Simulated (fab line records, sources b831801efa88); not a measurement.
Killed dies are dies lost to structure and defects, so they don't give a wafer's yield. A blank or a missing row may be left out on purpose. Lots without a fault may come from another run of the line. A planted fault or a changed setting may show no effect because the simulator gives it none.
fab line records | flow sky130 | part 2 of 2: steps 27 to 36 of 36
record lots=5 wafers=15 last_day=49
route steps=708 shown PWDE@53 NWELL@56 VT_ADJUST_HVTP@85
lots that met no fault: from a run of the same line without faults
start_h: hours from the record's first day to the start of the lot's first wafer shown | wait_h: hours since the lot's step before | " the same as in the row above | L1.1+2: a row that stands for several wafers | - no value, or no start given | * or withheld: withheld | < > ~ a bound
route shown NAME@n: a module of which the file shows steps, and the number in the route of the first | usual: mean/standard deviation of fault-free wafers | same: alike in all rows | chamber/n: place in a boat | sites: the reading at each site | _std_site: their standard deviation | _edge_site: outer sites' mean less inner sites' | radius_mm: how far each site lies from the wafer's centre | mask NAME#n: copy n | behind: the tool/chamber that last shaped the wafer | hold: why the lot was held/for how many hours/how that ended | device: the transistor (n, p or np) that didn't switch | end of line: the same wafers' tests at the end of the route | a step without rows: its recipe alone | killed: dies lost to structure and defects at the first sort, not the wafer's yield | map: a wafer's dies, x killed, . not, _ none there
set.NAME: the setting as run; set.NAME@STEP: as run at that earlier step | model.NAME: the simulator's own value behind a step, which no gauge read
lots at some steps of the route; a table a step, a row a wafer
services: from which hour (start_h, from the record's first day; less than 0 if before it) a tool's chamber was out of use, for how many hours, and why
## steps
# step SKY_NWELL_TW_MEAS_26
# usual NWELL_2_TW=492/4.8
# columns lot.wafer tool chamber start_h wait_h NWELL_2_TW
L074.3 film_metro-04 - 104.09 0.1 497
L074.4 " - " " 497
L074.5 " - " " 498
L081.1 film_metro-04 - 153.09 0.1 496
L081.3 " - " " 500
L081.5 " - " " 498
L085.1 film_metro-04 - 170.82 0.1 495
L085.3 " - " " 497
L085.5 " - " " 498
L089.1 film_metro-01 - 201.22 0.1 492
L089.2 " - " " 494
L089.5 " - " " 494
L093.1 film_metro-03 - 225.28 0.1 493
L093.2 " - " " 489
L093.5 " - " " 487
# step SKY_NWELL_CLEAN_27
# recipe chemistry=SC1/SC2 mix=1:4:20 temp_c=70 time_s=150 dry=n2_spin
# columns lot.wafer tool chamber start_h wait_h
L074.3+4+5 wet_bench-01 0 104.13 0.0
L081.1+3+5 wet_bench-01 2 153.15 0.1
L085.1+3+5 wet_bench-01 2 170.88 0.1
L089.1+2+5 wet_bench-01 0 201.28 0.1
L093.1+2+5 wet_bench-01 3 225.34 0.1
# step SKY_NWELL_RTA_28
# recipe temp_c=1050 time_s=30 idle_temp_c=650 ramp_up_c_per_s=150 ramp_down_c_per_s=90 ambient=N2
# usual lamp_power_pct=25.31/0.055 wafer_temp_C_max=1054.8/0.97
# columns lot.wafer tool chamber start_h wait_h lamp_power_pct wafer_temp_C_max
L074.3 rtp_anneal-01 0 104.22 0.0 25.32 1052.9
L074.4 " 0 " " 25.31 1055.1
L074.5 " 0 " " 25.28 1053.1
L081.1 rtp_anneal-01 0 153.20 0.0 25.26 1054.8
L081.3 " 0 " " 25.29 1053.2
L081.5 " 0 " " 25.36 1056.1
L085.1 rtp_anneal-02 0 170.93 0.0 25.32 1056.4
L085.3 " 0 " " 25.29 1055.2
L085.5 " 0 " " 25.38 1054.1
L089.1 rtp_anneal-01 0 201.33 0.0 25.36 1054.0
L089.2 " 0 " " 25.33 1055.3
L089.5 " 0 " " 25.30 1053.8
L093.1 rtp_anneal-02 0 225.40 0.0 25.37 1054.3
L093.2 " 0 " " 25.34 1054.3
L093.5 " 0 " " 25.31 1054.8
# step SKY_NWELL_RS_MEAS_29
# recipe thk_meas_gauge=four-point-probe
# usual NWELL_RS=624.4/1.7
# columns lot.wafer tool chamber start_h wait_h NWELL_RS[ohm/sq]
L074.3 film_metro-03 - 104.32 0.1 626.7
L074.4 " - " " 625.3
L074.5 " - " " 625.5
L081.1 film_metro-03 - 153.30 0.1 623.6
L081.3 " - " " 623.9
L081.5 " - " " 623.4
L085.1 film_metro-01 - 171.03 0.1 625.2
L085.3 " - " " 625.1
L085.5 " - " " 625.5
L089.1 film_metro-01 - 201.43 0.1 620.9
L089.2 " - " " 621.6
L089.5 " - " " 623.8
L093.1 film_metro-03 - 225.60 0.2 626.6
L093.2 " - " " 624.2
L093.5 " - " " 624.0
# step SKY_NWELL_RS_MEAS_31
# recipe thk_meas_gauge=four-point-probe
# usual PWDE_RS=5282/21
# columns lot.wafer tool chamber start_h wait_h PWDE_RS[ohm/sq]
L074.3 film_metro-03 - 104.56 0.1 5261
L074.4 " - " " 5284
L074.5 " - " " 5267
L081.1 film_metro-03 - 153.54 0.1 5263
L081.3 " - " " 5281
L081.5 " - " " 5283
L085.1 film_metro-01 - 171.27 0.1 5245
L085.3 " - " " 5262
L085.5 " - " " 5244
L089.1 film_metro-01 - 201.67 0.1 5245
L089.2 " - " " 5281
L089.5 " - " " 5269
L093.1 film_metro-03 - 225.84 0.1 5290
L093.2 " - " " 5295
L093.5 " - " " 5271
# step SKY_VT_ADJUST_HVTP_DEHYDRATE_00
# recipe temp_c=200 time_s=60
# usual chill_plate_temp_C=22.99/0.096
# columns lot.wafer tool chamber start_h wait_h chill_plate_temp_C
L074.3 litho_track-03 0 112.95 8.4 22.98
L074.4 " 0 " " 23.05
L074.5 " 0 " " 22.96
L081.1 litho_track-01 0 163.13 9.6 23.02
L081.3 " 0 " " 23.06
L081.5 " 0 " " 23.09
L085.1 litho_track-01 0 181.23 9.9 23.08
L085.3 " 0 " " 22.87
L085.5 " 0 " " 22.96
L089.1 litho_track-03 0 212.90 11.2 23.03
L089.2 " 0 " " 23.00
L089.5 " 0 " " 23.12
L093.1 litho_track-01 0 238.13 12.3 22.86
L093.2 " 0 " " 22.92
L093.5 " 0 " " 22.88
# step SKY_VT_ADJUST_HVTP_HMDS_01
# recipe prime_time_s=60 prime_temp_c=120
# usual chill_plate_temp_C=23.01/0.12
# columns lot.wafer tool chamber start_h wait_h chill_plate_temp_C
L074.3 litho_track-03 0 113.10 0.1 23.02
L074.4 " 0 " " 23.07
L074.5 " 0 " " 23.07
L081.1 litho_track-01 0 163.28 0.1 23.10
L081.3 " 0 " " 23.13
L081.5 " 0 " " 23.09
L085.1 litho_track-01 0 181.38 0.1 23.04
L085.3 " 0 " " 23.20
L085.5 " 0 " " 23.25
L089.1 litho_track-03 0 213.05 0.1 22.82
L089.2 " 0 " " 22.88
L089.5 " 0 " " 22.81
L093.1 litho_track-01 0 238.28 0.1 23.05
L093.2 " 0 " " 23.11
L093.5 " 0 " " 23.00
# step SKY_VT_ADJUST_HVTP_COAT_02
# recipe resist=NOVOLAK spin_rpm=3000 resist_thk_nm=1140
# usual chill_plate_temp_C=23.02/0.11
# columns lot.wafer tool chamber start_h wait_h chill_plate_temp_C
L074.3 litho_track-03 0 113.25 0.1 23.10
L074.4 " 0 " " 23.10
L074.5 " 0 " " 22.97
L081.1 litho_track-01 0 163.43 0.1 22.94
L081.3 " 0 " " 23.04
L081.5 " 0 " " 23.00
L085.1 litho_track-01 0 181.53 0.1 22.89
L085.3 " 0 " " 23.10
L085.5 " 0 " " 23.20
L089.1 litho_track-03 0 213.20 0.1 22.93
L089.2 " 0 " " 22.91
L089.5 " 0 " " 22.95
L093.1 litho_track-01 0 238.43 0.1 23.16
L093.2 " 0 " " 23.14
L093.5 " 0 " " 22.97
# step SKY_VT_ADJUST_HVTP_SOFTBAKE_03
# recipe temp_c=90 time_s=60 resist=NOVOLAK
# usual chill_plate_temp_C=22.98/0.12
# columns lot.wafer tool chamber start_h wait_h chill_plate_temp_C
L074.3 litho_track-03 0 113.40 0.1 23.10
L074.4 " 0 " " 23.09
L074.5 " 0 " " 23.02
L081.1 litho_track-01 0 163.58 0.1 22.95
L081.3 " 0 " " 23.00
L081.5 " 0 " " 22.85
L085.1 litho_track-01 0 181.68 0.1 22.87
L085.3 " 0 " " 22.89
L085.5 " 0 " " 22.95
L089.1 litho_track-03 0 213.35 0.1 22.98
L089.2 " 0 " " 23.00
L089.5 " 0 " " 22.93
L093.1 litho_track-01 0 238.58 0.1 22.82
L093.2 " 0 " " 22.84
L093.5 " 0 " " 22.80
# step SKY_VT_ADJUST_HVTP_EXPOSE_04
# recipe mask_id=HVTPM na=0.6 source_shape=conventional sigma_outer=0.6 polarization=unpolarized target_cd_nm=380 dose_mj=140
# usual reticle_temp_C=22.97/0.11
# columns lot.wafer tool chamber start_h wait_h mask reticle_temp_C
L074.3 iline_stepper-02 0 - - HVTPM#0 22.92
L074.4 " 0 " " HVTPM#0 22.84
L074.5 " 0 " " HVTPM#0 23.00
L081.1 iline_stepper-01 0 - - HVTPM#0 22.84
L081.3 " 0 " " HVTPM#0 23.09
L081.5 " 0 " " HVTPM#0 22.88
L085.1 iline_stepper-02 0 - - HVTPM#0 22.95
L085.3 " 0 " " HVTPM#0 22.89
L085.5 " 0 " " HVTPM#0 22.84
L089.1 iline_stepper-02 0 - - HVTPM#0 22.87
L089.2 " 0 " " HVTPM#0 22.88
L089.5 " 0 " " HVTPM#0 23.09
L093.1 iline_stepper-01 0 - - HVTPM#0 22.73
L093.2 " 0 " " HVTPM#0 22.80
L093.5 " 0 " " HVTPM#0 23.06
## services
# columns tool chamber start_h hours kind
iline_stepper-01 - 57.89 4.4 pm
iline_stepper-01 - 64.36 1.7 pm
rtp_anneal-02 - 65.96 3.8 pm
plasma_asher-01 - 67.09 4.7 repair
implanter-03 - 71.40 5.3 repair
iline_stepper-02 - 71.91 1.7 pm
iline_stepper-02 - 78.03 1.3 repair
plasma_asher-01 - 86.45 2.0 repair
plasma_asher-03 - 108.75 9.0 pm
plasma_asher-03 0 108.75 9.0 vent_cycle
plasma_asher-03 1 108.75 9.0 vent_cycle
plasma_asher-03 0 117.75 - clean
plasma_asher-03 1 117.75 - clean
implanter-03 - 135.41 1.5 repair
implanter-02 - 146.98 2.6 repair
iline_stepper-01 - 164.69 25.0 repair
implanter-02 - 196.83 1.4 repair
implanter-02 - 204.92 5.1 repair
implanter-02 - 210.03 4.8 pm
plasma_asher-04 - 211.45 3.7 repair
